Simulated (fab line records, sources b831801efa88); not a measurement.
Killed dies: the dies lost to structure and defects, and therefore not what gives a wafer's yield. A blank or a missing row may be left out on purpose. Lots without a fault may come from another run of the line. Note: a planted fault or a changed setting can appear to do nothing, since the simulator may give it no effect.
What tool caused it? | flow gf180mcu | Sampling: 6 lots, 17 wafers, 2 of 602 route steps

== WHAT THE GAUGES READ, wafer by wafer ==
GF_VT_IMPLANT_RS_MEAS_48: the measuring method here is four-point-probe.
lot  | measured     | on            | LVPWELL_RS (ohm/sq)
L339 | day 7 20:17  | film-metro-04 | 1201 1199 1197
L346 | day 9 20:01  | film-metro-04 | 1196 1167
L349 | day 10 22:52 | film-metro-01 | 1192 1194 1167
L353 | day 11 21:04 | film-metro-03 | 1197 1194 1195
L355 | day 12 07:07 | film-metro-03 | 1195 1197 1193
L360 | day 13 18:10 | film-metro-03 | 1200 1200 1196

== TOOL THAT RAN EACH LOT (tool first, then ch and the chambers of the sampled wafers, then the start) ==
lot  | GF_LVPWELL_IMPLANT_09
L339 | implanter-01 ch 0, day 4 01:49
L346 | implanter-01 ch 0, day 5 17:34
L349 | implanter-01 ch 0, day 6 15:52
L353 | implanter-03 ch 0, day 7 12:22
L355 | implanter-04 ch 0, day 7 20:34
L360 | implanter-04 ch 0, day 9 01:31
- GF_LVPWELL_IMPLANT_09

== THE ANSWER, worked out from the rows above alone ==
Rule: usual is defined by the lots themselves. The widest of any qualifying gaps counts: lots, ordered by their means at a reading, are off when they make up no more than a third of the lots, leave a main group of 4 or more, and stand apart from it by 3 or more times the standard deviation of that group's means. A main group is skipped when, at the precision printed for the reading in the tables above, its means are all equal. A lot without any number at a reading at which 4 lots or more have one is off too. All remaining lots with rows at the step are treated as sound.
Off: L346, L349, at GF_VT_IMPLANT_RS_MEAS_48 (LVPWELL_RS). Main group: mean 1197 ohm/sq, sd 1.8.
A tool fits if, at a process step before that reading, it ran every lot that is off, and no sound lot after the first of them. Gauges at GF_VT_IMPLANT_RS_MEAS_48: tried the same way as those tools. One candidate fits, namely implanter-01 at GF_LVPWELL_IMPLANT_09. Its last sound lot is L339 (day 4 01:49), its first lot that is off L346 (day 5 17:34): a fault that began between those two fits.

== WHAT THE SIMULATOR HAD PUT IN ==
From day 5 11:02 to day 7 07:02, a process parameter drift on implanter-01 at GF_LVPWELL_IMPLANT_09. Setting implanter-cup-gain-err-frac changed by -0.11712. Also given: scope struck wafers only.
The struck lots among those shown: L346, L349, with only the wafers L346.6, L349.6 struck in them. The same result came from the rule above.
